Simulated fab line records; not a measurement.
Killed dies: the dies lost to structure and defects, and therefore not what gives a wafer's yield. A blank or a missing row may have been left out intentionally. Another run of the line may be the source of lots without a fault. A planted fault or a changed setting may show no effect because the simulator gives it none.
fab line records	flow sky130
record: lots: 5	wafers: 15	lastDay: 50
route steps=708 shown SONOS_TUNNEL@160 SONOS_ONO@168 GATE_OXIDE@187 PAD_OPEN@708
lots that met no fault: from a run of the same line without faults
startH: the number of hours between the record's first day and the start of the first shown wafer of the lot	waitH: hours since the lot's step before	" as in the row above	L1.1+2: a single row standing in for several wafers	- value missing, or start not given	* or withheld: withheld	< > ~ a bound
route shown NAME@n: names a module that has steps shown in the file, with the first one's number in the route	usual: mean/standard deviation of fault-free wafers	same: alike in all rows	chamber/n: place in a boat	sites: the reading at each site	_std_site: their standard deviation	_edge_site: inner sites' mean taken away from outer sites' mean	radiusMm: for every site, how far away it sits from the centre of the wafer	mask NAME#n: copy n	behind: the last tool/chamber to shape the wafer	hold: the reason the lot was held/the length of the hold in hours/how it ended	device: which transistor (n, p or np) failed to switch	end of line: the tests these same wafers got at the end of their route	a step given without rows: its recipe and nothing more	killed: dies lost to structure and defects at the first sort, not the wafer's yield	map: a wafer's dies, marking killed ones x, the rest . and places with no die _
set.NAME: the setting as run; set.NAME@STEP: as run at that earlier step	model.NAME: the simulator's own value behind a step, which no gauge read
a table for each step, a row for each wafer; lots at some steps of the route
services: when a tool's chamber went out of use (startH, in hours from the record's first day, below 0 if earlier), for how many hours, and the reason
== steps ==
step: SKY_SONOS_TUNNEL_DEVELOP_06
recipe: resist: NOVOLAK	developer: TMAH	developTimeS: 60	devTempC: 23
step: SKY_SONOS_TUNNEL_IMPLANT_09
recipe: species: B	energyKev: 20	doseCm2: 1e+12	tiltDeg: withheld
step: SKY_SONOS_TUNNEL_WET_ETCH_10
recipe: chemistry: dHF	targetDepthNm: 14	target: SiO2	dilution: 100:1	tempC: 25	timeS: 280
step: SKY_SONOS_TUNNEL_STRIP_11
recipe: chemistry: SPM	timeS: 600	tempC: 130
step: SKY_SONOS_TUNNEL_CLEAN_13
recipe: chemistry: dHF	timeS: 20	dilution: 100:1	dry: ipaMarangoni
step: SKY_SONOS_ONO_OXIDATION_00
recipe: tempC: 800	ambient: O2	idleTempC: 700	rampUpCPerMin: 10	rampDownCPerMin: 3	stabiliseS: 600	purgeS: 300	targetThkA: 26	oxTimeS: 1249
step: SKY_SONOS_ONO_CVD_02
recipe: material: Si3N4	precursor: DCS/NH3	targetThkNm: 10.5	tempC: 770	timeS: 180	pressureMtorr: 250
step: SKY_SONOS_ONO_CVD_04
recipe: material: SiO2	precursor: SiH4/N2O	targetThkNm: 5.7199	tempC: 900	pressureMtorr: 400
usual: zonePowerLowerPct: 17.7/1.7
lot.wafer	tool	chamber	startH	waitH	zonePowerLowerPct	model.SiO2_of_SONOS_ONO_CVD_04.thkNm
L204.2	lpcvd-03	1	296.47	0.0	16.4	5.695
L204.3	"	1	"	"	16.6	5.631
L204.6	"	1	"	"	16.3	5.637
L210.1	lpcvd-03	0	351.69	0.1	20.0	6.973
L210.2	"	0	"	"	19.8	6.955
L210.3	"	0	"	"	19.6	6.889
L211.1	lpcvd-03	1	356.39	0.1	16.4	6.924
L211.3	"	1	"	"	16.4	6.867
L211.5	"	1	"	"	16.5	6.962
L212.1	lpcvd-03	1	367.74	0.1	16.4	6.906
L212.2	"	1	"	"	16.3	6.884
L212.5	"	1	"	"	16.3	6.922
L221.3	lpcvd-03	0	442.22	0.0	19.6	5.836
L221.5	"	0	"	"	20.1	5.821
L221.6	"	0	"	"	19.8	5.665
step: SKY_SONOS_ONO_THK_MEAS_05
recipe: reads: SiO2_of_SONOS_ONO_CVD_04
usual: SONOS_ONO_CVD_04_THK: 5.67/0.098
lot.wafer	tool	chamber	startH	waitH	hold	SONOS_ONO_CVD_04_THK[nm]
L204.2	filmMetro-02	-	297.73	0.0	-	5.68
L204.3	"	-	"	"	-	5.63
L204.6	"	-	"	"	-	5.66
L210.1	filmMetro-03	-	352.94	0.0	awaitDispo/0.2h/release	7.03
L210.2	"	-	"	"	awaitDispo/0.2h/release	6.97
L210.3	"	-	"	"	awaitDispo/0.2h/release	6.86
L210.1	filmMetro-03	-	353.17	0.2	-	7.02
L210.2	"	-	"	"	-	6.95
L210.3	"	-	"	"	-	6.92
L211.1	filmMetro-04	-	357.64	0.0	awaitDispo/0.2h/release	6.92
L211.3	"	-	"	"	awaitDispo/0.2h/release	6.82
L211.5	"	-	"	"	awaitDispo/0.2h/release	6.91
L211.1	filmMetro-04	-	357.86	0.2	-	6.92
L211.3	"	-	"	"	-	6.89
L211.5	"	-	"	"	-	6.97
L212.1	filmMetro-02	-	368.99	0.0	awaitDispo/0.2h/release	6.94
L212.2	"	-	"	"	awaitDispo/0.2h/release	6.85
L212.5	"	-	"	"	awaitDispo/0.2h/release	6.95
L212.1	filmMetro-02	-	369.22	0.2	-	6.93
L212.2	"	-	"	"	-	6.88
L212.5	"	-	"	"	-	6.92
L221.3	filmMetro-02	-	443.49	0.0	-	5.79
L221.5	"	-	"	"	-	5.85
L221.6	"	-	"	"	-	5.64
step: SKY_SONOS_ONO_HMDS_07
recipe: primeTimeS: 60	primeTempC: 120
step: SKY_SONOS_ONO_COAT_08
recipe: resist: NOVOLAK	spinRpm: 3000	resistThkNm: 1140
step: SKY_SONOS_ONO_SOFTBAKE_09
recipe: tempC: 90	timeS: 60	resist: NOVOLAK
step: SKY_SONOS_ONO_EXPOSE_10
recipe: maskId: ONOM	targetCdNm: 410	na: 0.6	sourceShape: conventional	sigmaOuter: 0.6	doseMj: 150
step: SKY_SONOS_ONO_PEB_11
recipe: tempC: withheld	timeS: *	resist: NOVOLAK
step: SKY_SONOS_ONO_DEVELOP_12
recipe: developTimeS: 60	devTempC: 23
step: SKY_SONOS_ONO_ETCH_15
recipe: targetDepthNm: 19.52	chemistry: CHF3/O2	sourceW: 600	biasW: 200	pressureMtorr: 40	chf3FlowSccm: 50	O2_flow_sccm: 5	timeS: 7.8
step: SKY_SONOS_ONO_WET_ETCH_16
recipe: chemistry: dHF	targetDepthNm: 14	dry: n2Spin	target: SiO2	dilution: 100:1	tempC: 25	timeS: 280
step: SKY_SONOS_ONO_STRIP_17
recipe: chemistry: O2/N2	powerW: 1400	pressureMtorr: 1500	platenTempC: withheld	o2FlowSccm: 3000	n2FlowSccm: 300	overashFraction: 0.5
step: SKY_SONOS_ONO_WET_ETCH_18
recipe: chemistry: H3PO4	targetDepthNm: 15	target: Si3N4	tempC: 160	timeS: 172
step: SKY_GATE_OXIDE_CLEAN_00
recipe: chemistry: SC1/SC2	mix: 1:4:20	tempC: 70	timeS: 150	dry: n2Spin
step: SKY_GATE_OXIDE_OXIDATION_01
recipe: tempC: 900	ambient: O2	stabiliseS: 600	purgeS: 300	targetThkA: 102.68	oxTimeS: 1473
step: SKY_GATE_OXIDE_DEHYDRATE_03
recipe: tempC: 200	timeS: 60
step: SKY_GATE_OXIDE_HMDS_04
recipe: primeTimeS: 60	primeTempC: 120
step: SKY_GATE_OXIDE_COAT_05
recipe: resist: NOVOLAK	spinRpm: 3000	resistThkNm: 1140
step: SKY_GATE_OXIDE_SOFTBAKE_06
recipe: tempC: 90	timeS: 60	resist: NOVOLAK
step: SKY_GATE_OXIDE_EXPOSE_07
recipe: maskId: LVOM	na: 0.6	sourceShape: conventional	sigmaOuter: 0.6	polarization: unpolarized	targetCdNm: 600	doseMj: 170
step: SKY_GATE_OXIDE_PEB_08
recipe: tempC: withheld	timeS: *	resist: NOVOLAK
step: SKY_GATE_OXIDE_DEVELOP_09
recipe: resist: NOVOLAK	developer: TMAH	developTimeS: 60	devTempC: 23
step: SKY_GATE_OXIDE_IMPLANT_11
recipe: species: B	energyKev: 10	doseCm2: 2.6e+12	tiltDeg: withheld
step: SKY_GATE_OXIDE_WET_ETCH_12
recipe: chemistry: dHF	targetDepthNm: 16.8	dry: n2Spin	target: SiO2	dilution: 100:1	tempC: 25	timeS: 336
step: SKY_GATE_OXIDE_STRIP_13
recipe: chemistry: O2/N2	powerW: 1400	pressureMtorr: 1500	platenTempC: withheld	o2FlowSccm: 3000	n2FlowSccm: 300	overashFraction: 0.5
step: SKY_GATE_OXIDE_CLEAN_15
recipe: chemistry: SC1/SC2	mix: 1:4:20	tempC: 70	timeS: 150	dry: n2Spin
lot.wafer	tool	chamber	startH	waitH	model.SiO2_of_SONOS_ONO_CVD_04.thkNm
L204.2	wetBench-03	1	352.95	0.0	4.174
L204.3	"	1	"	"	4.115
L204.6	"	1	"	"	4.116
L210.1	wetBench-03	2	414.60	0.1	5.45
L210.2	"	2	"	"	5.431
L210.3	"	2	"	"	5.363
L211.1	wetBench-02	0	419.62	0.1	5.408
L211.3	"	0	"	"	5.35
L211.5	"	0	"	"	5.448
L212.1	wetBench-02	3	430.43	0.1	5.394
L212.2	"	3	"	"	5.378
L212.5	"	3	"	"	5.407
L221.3	wetBench-02	1	507.10	0.0	4.342
L221.5	"	1	"	"	4.327
L221.6	"	1	"	"	4.171
step: SKY_PAD_OPEN_PROBE_99
usual: killed_at_M0_to_M3: 45/7.5	killed_at_M4_up: 3.2/1.8	killedAtContacts: 24/4.9	killedAtFrontEnd: 15/4.4	killedDies: 87/9.8	killedOpen: 47/6.4	killedShort: 40/6.5
same: grossDies: 492	killedAtBackSide: 0	killedAtOther: 0
lot.wafer	tool	chamber	startH	waitH	killed_at_M0_to_M3	killed_at_M4_up	killedAtContacts	killedAtFrontEnd	killedDies	killedOpen	killedShort	model.etest.sonosErased.driveUaUm	model.etest.sonosUncharged.rOnOhmUm	model.etest.sonosProgrammed.offLog10AUm	model.etest.capOno.gateLog10ACm2	model.etest.capOno.gateBvV	model.etest.capOno.toxAccNm	model.etest.sonosProgrammed.vtV	model.etest.sonosErased.vtV
L204.2	prober-02	-	1110.22	0.1	48	1	21	4	74	46	28	194.4	823.7	-13.88	-7.959	16.2	12.87	1.492	-2.301
L204.3	prober-02	-	1110.27	0.2	39	5	16	20	80	44	36	192.1	824	-14.03	-7.808	16.04	12.77	1.54	-2.295
L204.6	prober-02	-	1110.42	0.2	48	3	22	19	92	46	45	192.2	819.6	-13.96	-7.898	16.39	12.85	1.554	-2.289
L210.1	prober-01	-	1150.66	0.1	33	2	27	12	74	43	29	114	851.1	-10.98	-9.644	17.63	14.26	0.6676	-1.54
L210.2	prober-01	-	1150.71	0.1	38	4	37	11	90	54	34	132.8	848.8	-11.41	-9.454	17.47	14.09	0.7387	-1.686
L210.3	prober-01	-	1150.76	0.2	35	6	22	17	80	40	39	113.6	850.4	-11.72	-9.55	18.17	14.13	0.7455	-1.607
L211.1	prober-02	-	1153.64	0.1	57	7	14	15	93	48	45	116.4	844	-11.95	-9.393	17.54	14.05	0.7862	-1.648
L211.3	prober-02	-	1153.74	0.2	61	3	17	23	104	52	52	113.4	829.9	-11.25	-9.468	17.29	14.1	0.7395	-1.606
L211.5	prober-02	-	1153.84	0.2	56	2	21	13	92	58	34	127.7	840.3	-11.27	-9.524	18.03	14.18	0.7249	-1.622
L212.1	prober-01	-	1162.51	0.1	57	5	19	22	103	62	41	125.3	835.7	-12.4	-9.414	17.3	13.93	0.8369	-1.696
L212.2	prober-01	-	1162.56	0.1	47	7	21	15	90	48	41	111	843.2	-12.2	-9.353	17.45	14.03	0.7987	-1.639
L212.5	prober-01	-	1162.71	0.2	50	3	32	17	102	51	51	115	836.6	-12.05	-9.394	17.09	14.06	0.7748	-1.641
L221.3	prober-01	-	1203.06	0.2	38	1	20	10	69	37	30	180.2	812.1	-13.94	-8.056	16.18	12.9	1.407	-2.27
L221.5	prober-01	-	1203.16	0.2	45	2	31	17	95	49	46	200.9	826.5	-14.01	-8.067	16.8	12.99	1.421	-2.286
L221.6	prober-01	-	1203.21	0.2	38	1	31	10	80	46	34	206.6	828.9	-13.96	-7.728	16.27	12.73	1.521	-2.364
killed by level:class
L204.2 VIA1:geometricParticle:open=13 VIA3:geometricParticle:open=11 LI_CONTACT:geometricParticle:open=6 LOCAL_INTERCONNECT:geometricParticle:short=5 VIA1:geometricParticle:short=4 METAL2:geometricParticle:short=4 VIA2:geometricParticle:open=4 VIA3:geometricParticle:short=4
L204.3 VIA2:geometricParticle:open=8 FIELD_ISO:geometricParticle:short=7 VIA3:geometricParticle:open=7 VIA1:geometricParticle:open=6 FIELD_ISO:geometricParticle:open=5 CONTACT:geometricParticle:short=5 CONTACT:geometricParticle:open=5 METAL2:geometricParticle:short=5
L204.6 VIA1:geometricParticle:open=12 CONTACT:geometricParticle:open=10 METAL1:geometricParticle:short=9 FIELD_ISO:geometricParticle:open=6 LOCAL_INTERCONNECT:geometricParticle:short=6 FIELD_ISO:geometricParticle:short=5 VIA3:geometricParticle:short=5 VIA2:geometricParticle:short=4
L210.1 LI_CONTACT:geometricParticle:open=9 VIA2:geometricParticle:open=8 CONTACT:geometricParticle:open=8 VIA1:geometricParticle:open=6 CONTACT:geometricParticle:short=4 METAL1:geometricParticle:short=4 VIA1:geometricParticle:short=4 VIA3:geometricParticle:open=4
L210.2 LI_CONTACT:geometricParticle:open=14 VIA1:geometricParticle:open=9 CONTACT:geometricParticle:short=7 VIA3:geometricParticle:open=7 CONTACT:geometricParticle:open=6 METAL2:geometricParticle:short=6 FIELD_ISO:geometricParticle:open=5 LOCAL_INTERCONNECT:geometricParticle:short=4
L210.3 VIA1:geometricParticle:open=9 LI_CONTACT:geometricParticle:open=8 VIA1:geometricParticle:short=6 VIA2:geometricParticle:open=6 METAL4:geometricParticle:short=6 POLY_GATE:geometricParticle:short=5 CONTACT:geometricParticle:open=5 FIELD_ISO:geometricParticle:open=4
L211.1 VIA1:geometricParticle:open=20 METAL1:geometricParticle:short=7 FIELD_ISO:geometricParticle:short=6 LI_CONTACT:geometricParticle:open=5 VIA2:geometricParticle:short=5 VIA3:geometricParticle:open=5 VIA1:geometricParticle:short=4 CONTACT:geometricParticle:open=4
L211.3 VIA1:geometricParticle:open=12 VIA3:geometricParticle:open=10 METAL1:geometricParticle:short=8 CONTACT:geometricParticle:open=8 SPACER:geometricParticle:short=7 VIA2:geometricParticle:open=7 VIA3:geometricParticle:short=5 VIA2:geometricParticle:short=5
L211.5 VIA1:geometricParticle:open=18 CONTACT:geometricParticle:open=9 LI_CONTACT:geometricParticle:open=8 VIA2:geometricParticle:short=7 METAL1:geometricParticle:short=6 VIA3:geometricParticle:open=5 POLY_GATE:geometricParticle:short=4 METAL2:geometricParticle:short=4
L212.1 VIA1:geometricParticle:open=16 FIELD_ISO:geometricParticle:open=7 FIELD_ISO:geometricParticle:short=7 VIA2:geometricParticle:open=7 LI_CONTACT:geometricParticle:open=6 CONTACT:geometricParticle:open=6 VIA1:geometricParticle:short=6 METAL1:geometricParticle:short=5
L212.2 VIA2:geometricParticle:open=8 CONTACT:geometricParticle:open=7 LI_CONTACT:geometricParticle:open=6 VIA1:geometricParticle:open=6 VIA3:geometricParticle:open=6 LI_CONTACT:geometricParticle:short=5 METAL2:geometricParticle:short=5 METAL1:geometricParticle:short=5
L212.5 CONTACT:geometricParticle:open=13 METAL1:geometricParticle:short=10 VIA1:geometricParticle:open=10 FIELD_ISO:geometricParticle:short=8 FIELD_ISO:geometricParticle:open=7 LOCAL_INTERCONNECT:geometricParticle:short=7 VIA3:geometricParticle:open=6 VIA1:geometricParticle:short=6
L221.3 VIA1:geometricParticle:open=13 CONTACT:geometricParticle:open=8 VIA2:geometricParticle:open=7 LOCAL_INTERCONNECT:geometricParticle:short=5 FIELD_ISO:geometricParticle:open=4 VIA2:geometricParticle:short=4 CONTACT:geometricParticle:short=4 VIA3:geometricParticle:short=4
L221.5 CONTACT:geometricParticle:open=12 VIA1:geometricParticle:open=11 FIELD_ISO:geometricParticle:open=7 VIA2:geometricParticle:open=6 LI_CONTACT:geometricParticle:short=5 LI_CONTACT:geometricParticle:open=5 LOCAL_INTERCONNECT:geometricParticle:short=5 VIA2:geometricParticle:short=5
L221.6 CONTACT:geometricParticle:open=13 VIA1:geometricParticle:open=9 METAL1:geometricParticle:short=8 VIA2:geometricParticle:open=8 LI_CONTACT:geometricParticle:open=7 LOCAL_INTERCONNECT:geometricParticle:short=4 LI_CONTACT:geometricParticle:short=3 METAL3:geometricParticle:short=3
== services ==
tool	chamber	startH	hours	kind
lpcvd-03	-	443.47	6.1	pm
== key ==
firstSign: step: SKY_SONOS_ONO_THK_MEAS_05	reading: visit	direction: added
effect: step: SKY_SONOS_ONO_THK_MEAS_05	reading: SONOS_ONO_CVD_04_THK	direction: up	sigmas: 13	usual: 5.67	struck: 6.92
modelEffect: step: SKY_SONOS_ONO_CVD_04	value: SiO2_of_SONOS_ONO_CVD_04.thkNm	without: 5.639	struck: 6.92
modelEffect: step: SKY_GATE_OXIDE_CLEAN_15	value: SiO2_of_SONOS_ONO_CVD_04.thkNm	without: 4.122	struck: 5.403
modelEffect: step: SKY_PAD_OPEN_PROBE_99	value: etest.sonosErased.driveUaUm	without: 193.5	struck: 118.8
metAt SKY_SONOS_ONO_CVD_04
struckWafers L210.1,L210.2,L210.3,L211.1,L211.3,L211.5,L212.1,L212.2,L212.5
testerLeftOut L210,L211,L212
onsetBetween 296.47 351.69
fault: kind: processParameterDrift	tool: lpcvd-03	chamber: -	onsetH: 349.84	steps: SKY_SONOS_ONO_CVD_04	channel: targetThkNm	offset: 1.2811	shape: step	endH: 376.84	stated: 5.7199
testerLeftOut: of these lots the tester's yield and bins aren't shown, on N5 and GAA mostly nor the transistor test; their killed dies are dies lost to structure and defects alone, not to doping, threshold or leakage, so they don't give the yield
